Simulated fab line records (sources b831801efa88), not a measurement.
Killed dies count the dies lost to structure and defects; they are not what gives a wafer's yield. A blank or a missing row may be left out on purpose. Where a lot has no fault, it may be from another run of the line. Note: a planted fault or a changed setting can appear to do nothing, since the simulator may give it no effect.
Which of the tools did it? :: flow sky130 :: 18 wafers from 6 lots sampled at 2 of the route's 708 steps

WHAT THE GAUGES SHOWED, per wafer
SKY_METAL4_CD_MEAS_13 targets a cd of 300 nm.
lot: L923
measured: day 41 23:37
on: cd sem-02
cd nm (nm): 300.5 300.8 300.3

lot: L925
measured: day 42 19:09
on: cd sem-02
cd nm (nm): 300.7 300.5 300.2

lot: L933
measured: day 44 22:26
on: cd sem-02
cd nm (nm): 301.5 300.7 300.6

lot: L935
measured: day 45 19:42
on: cd sem-02
cd nm (nm): 299.7 297.2 297.2

lot: L939
measured: day 46 08:46
on: cd sem-01
cd nm (nm): 299.7 299.6 298.5

lot: L945
measured: day 47 16:18
on: cd sem-02
cd nm (nm): 302.2 301.3 301.1

TOOL THAT RAN EACH LOT (tool first, then ch and the chambers of the sampled wafers, then the start)
lot: L923
SKY_CONTACT_CVD_24: cvd w-02 ch 0,1, day 31 21:02

lot: L925
SKY_CONTACT_CVD_24: cvd w-01 ch 0,1, day 32 15:05

lot: L933
SKY_CONTACT_CVD_24: cvd w-02 ch 0,1, day 35 08:59

lot: L935
SKY_CONTACT_CVD_24: cvd w-02 ch 0,1, day 36 06:58

lot: L939
SKY_CONTACT_CVD_24: cvd w-01 ch 0,1, day 36 19:55

lot: L945
SKY_CONTACT_CVD_24: cvd w-02 ch 0,1, day 38 14:30
- SKY_CONTACT_CVD_24: deposits W, target thk 340 nm, time 102.12 s.

THE ANSWER, worked out from the rows above alone
Rule: the lots themselves supply what counts as usual. Put in order of their means at a reading, lots are off if they are a third of the lots or fewer, leave a main group of 4 or more, and stand apart from it by a gap of 3 or more times the standard deviation of the main group's means; of several such gaps the widest counts. The tables above print the reading to a certain number of digits; a main group whose means all agree to those digits is not used. Also off: a lot with no number at a reading for which 4 or more lots have one. Where the step has rows for the other lots, those lots are counted as sound.
Nothing can be told from this: no lot is off at any reading shown.

WHAT THE SIMULATOR HAD INSERTED
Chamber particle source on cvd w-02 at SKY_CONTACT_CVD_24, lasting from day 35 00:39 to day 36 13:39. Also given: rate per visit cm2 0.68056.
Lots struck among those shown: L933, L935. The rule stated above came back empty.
